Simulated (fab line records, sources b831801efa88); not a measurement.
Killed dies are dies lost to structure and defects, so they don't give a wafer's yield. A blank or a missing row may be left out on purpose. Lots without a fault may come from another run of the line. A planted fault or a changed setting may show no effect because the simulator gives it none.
A struck lot beside a sound one | flow gf180mcu | 17 steps out of a route of 602
Sound: wafers L492.2, L492.3, L492.4. Struck: wafer L501.5. The cause comes at the end.
At each step with rows: each side's tool, then ch and its chambers, then its first start. Under that, the readings that differ: sound wafers | struck wafers | difference of the means | sigmas: that difference in standard deviations of wafers without a fault.
alike: readings whose means differ by less than 2 such deviations, and words and numbers that are the same on both sides. not compared: withheld readings, readings that some wafer has no value for, bounds like >300 that may hide the same value, and numbers for which the record gives no deviation and whose values overlap.
The two part at a step that has a row with sigmas, a row that says differs or no value, or rows on one side only. Numbers that don't overlap but have no deviation are shown without sigmas and don't part them. A reading that every wafer of one side lacks parts them only if that side has two wafers or more.

GF_STI_BOW_MEAS_00:
  sound on film_metro-01, day 2 11:01; struck on film_metro-02, day 4 08:05
  reading           | sound   | struck | difference | sigmas
  INCOMING_BOW (um) | 4 6 -13 | 15     | +16        | +3
then, 1 step without rows for these wafers: GF_STI_OXIDATION_01 (stabilise 600 s, purge 300 s, target thk 10 nm).
GF_STI_THK_MEAS_02:
  sound on film_metro-01, day 2 12:55; struck on film_metro-01, day 4 09:46
  alike: STI_OXIDATION_THK
then, 1 step without rows for these wafers: GF_STI_CVD_03 (deposits Si3N4 from DCS/NH3, target thk 207.16 nm, time 3551 s).
GF_STI_THK_MEAS_04:
  sound on film_metro-02, day 2 14:58; struck on film_metro-02, day 4 11:49
  alike: STI_CVD_03_THK
then, 4 steps without rows for these wafers: GF_STI_DEHYDRATE_05 (time 60 s); GF_STI_HMDS_06 (prime time 60 s); GF_STI_COAT_07 (resist thk 700 nm); GF_STI_SOFTBAKE_08 (time 60 s).
GF_STI_EXPOSE_09: exposes mask COMP, target cd 220 nm.
  sound on krf_scanner-01 ch 0, day 2 20:59; struck on krf_scanner-02 ch 0, day 4 18:47
  reading               | sound                | struck | difference | sigmas
  stage_vel_mm_s (mm/s) | 499.96 500.28 500.16 | 499.52 | -0.61      | -2
  alike: mask, reticle_temp_C
then, 2 steps without rows for these wafers: GF_STI_PEB_10 (peb time 90 s); GF_STI_DEVELOP_11 (develop time 60 s).
GF_STI_CD_MEAS_12: target cd 220 nm.
  sound on cd_sem-02, day 3 02:29; struck on cd_sem-02, day 5 01:40
  reading    | sound             | struck | difference | sigmas
  cd_nm (nm) | 221.2 220.2 220.4 | 201.4  | -19.2      | -20
  not compared: hold
GF_STI_ETCH_13: etches the open film in CHF3/O2, stops on Si, target depth 282.31 nm, time 112.9 s.
  sound on rie_diel-03 ch 0,1,3, day 3 02:35; struck on rie_diel-04 ch 2, day 5 07:54
  reading               | sound             | struck                   | difference                   | sigmas
  hold                  | - - -             | await_dispo/6.1h/release | no value on the sound wafers |
  oes_product_au (a.u.) | 0.831 0.837 0.838 | 0.812                    | -0.023                       | -3
  model.STI.cd_nm (nm)  | 221.4 220.4 220.8 | 201.6                    | -19.3                        |
  alike: drypump_motor_current_A, rf_fwd_power_W, throttle_valve_pct
  not compared: rf_hours_counter_h
GF_STI_ETCH_14: etches Si in HBr/Cl2/O2, target depth 360 nm, time 102.9 s.
  sound on rie_si-02 ch 0,1,2, day 3 02:40; struck on rie_si-01 ch 0, day 5 07:58
  reading              | sound             | struck | difference | sigmas
  model.STI.cd_nm (nm) | 220.2 218.9 218.8 | 199.5  | -19.8      |
  alike: HBr_flow_sccm, drypump_motor_current_A, oes_product_au, rf_fwd_power_W, throttle_valve_pct
  not compared: rf_hours_counter_h
GF_STI_STRIP_15: strips in O2/N2.
  sound on plasma_asher-04 ch 0,1, day 3 02:44; struck on plasma_asher-02 ch 0, day 5 08:05
  alike: drypump_motor_current_A, heater_power_w, oes_product_au, strip_time_to_endpoint_s
  not compared: rf_hours_counter_h
-- the record jumps here: 28 days lie between the struck wafers' starts before and after (it left off in module STI and takes up again in module PASSIVATION, whose first step shown is number 602 of the route) --
GF_PASSIVATION_PROBE_99:
  sound on prober-01, day 30 17:25; struck on prober-02, day 32 20:19
  not compared: model.etest.pldd_3p3.line_ohm_um, model.etest.pldd_6p0.line_ohm_um, model.etest.nldd_6p0.line_ohm_um, model.etest.nldd_3p3.line_ohm_um, model.etest.nmos_3p3_min.drive_ua_um, model.etest.pplus_u.line_ohm_um, model.etest.pmos_3p3_min.drive_ua_um, model.etest.nplus_sal.width_nm

WHERE THEY PART
First at GF_STI_BOW_MEAS_00; last, within this record, at GF_STI_ETCH_13. Later steps at which nothing parts them and some readings are alike: GF_STI_ETCH_14, GF_STI_STRIP_15.

WHY: what the simulator had put in
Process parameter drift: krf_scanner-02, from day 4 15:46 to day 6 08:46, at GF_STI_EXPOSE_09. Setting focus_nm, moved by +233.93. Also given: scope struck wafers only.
